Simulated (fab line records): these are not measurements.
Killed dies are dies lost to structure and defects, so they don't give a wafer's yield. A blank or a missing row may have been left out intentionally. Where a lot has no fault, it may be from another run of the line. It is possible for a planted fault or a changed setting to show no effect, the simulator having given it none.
8D (eight disciplines) problem report, filled in by code + flow sfq line + the parts of the form that need people (team, actions taken, sign-off) are left out

1. WHAT WENT WRONG
Mean of time to endpoint s at SFQ_TRILAYER_I0_CMP_CMP_028: 273 s across 6 wafers in 2 lots; on wafers with no fault it is 213 s (standard deviation 7.2). Relative to the usual mean, that is a shift of +8.4 standard deviations.
The step: polishes SiO2.
The first sign was on wafer L598.2 at day 15 09:55, on cmp-01. The record holds 42 wafers of 14 lots with a number at this step. Rule for "out" (also "out of limits"): further than 4 standard deviations from the usual mean. The other wafers with a number count as sound.

2. WHAT IT IS, WHAT IT ISN'T
| question                    | is                     | is not                                                                                             |
|-----------------------------|------------------------|----------------------------------------------------------------------------------------------------|
| which readings at this step | time to endpoint s     | -                                                                                                  |
| which lots                  | L598, L599             | L587, L588, L589, L590, L591, L592, L603, L605, L606, L607, L608, L609                             |
| which wafers of those lots  | all that have a number | -                                                                                                  |
| read on which tools         | cmp-01                 | cmp-02                                                                                             |
| when                        | from day 15 09:55      | up to then (18 sound wafers); but 18 sound wafers of L603, L605, L606, L607, L608, L609 came after |

3. THE SUSPECTS, EACH WITH WHAT RULES IT OUT
Counting: any tool at a process step up to the reading is kept as a suspect provided that every lot that is out went through it and no sound lot did after the first of them.
- cmp-01 at SFQ_TRILAYER_I0_CMP_CMP_028 (polishes SiO2): ruled out as a lasting fault. Following L598 (day 15 09:55), the first lot on it that is out, the sound lots L605, L607 were run on it.
Left after counting: nothing in the record.

4. THE CAUSE (what the simulator had put in)
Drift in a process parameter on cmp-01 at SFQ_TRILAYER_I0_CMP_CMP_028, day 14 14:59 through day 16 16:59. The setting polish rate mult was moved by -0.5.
Counting ruled it out, wrongly.

5. SEQUENCE OF EFFECTS, ordered by route
One row per reading whose mean, taken over the struck wafers that have a number, lies over 3 standard deviations from the usual. Only readings whose record carries a usual standard deviation are examined. hours: median over the lots of the time between each lot's start at the first step of this table that gives one and its start at this step. sigmas: the change, counted in usual standard deviations.
| hours | step                                  | reading            | usual      | on struck wafers | change | sigmas |
|-------|---------------------------------------|--------------------|------------|------------------|--------|--------|
| 0     | SFQ_TRILAYER_I0_CMP_CMP_028           | time to endpoint s | 213 s      | 273              | +60    | +8.4   |
| 3     | SFQ_TRILAYER_I0_METRO_MEASURE_029     | thk nm             | 200.0 nm   | 302.9            | +102.9 | +86    |
| 146   | SFQ_TRILAYER_I0_VIA_ETCH_VIA_ETCH_034 | oes product au     | 0.855 a.u. | 0.994            | +0.139 | +25    |
It contains these process steps:
- SFQ_TRILAYER_I0_CMP_CMP_028: polishes SiO2.
- SFQ_TRILAYER_I0_METRO_MEASURE_029
- SFQ_TRILAYER_I0_VIA_ETCH_VIA_ETCH_034: etches SiO2 in CHF3, stops on Nb, target depth 260 nm.

6. WHAT WOULD HAVE CAUGHT IT SOONER
First out-of-limits reading in this record: day 15 09:55, which is 19 hours after fault onset at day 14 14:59.
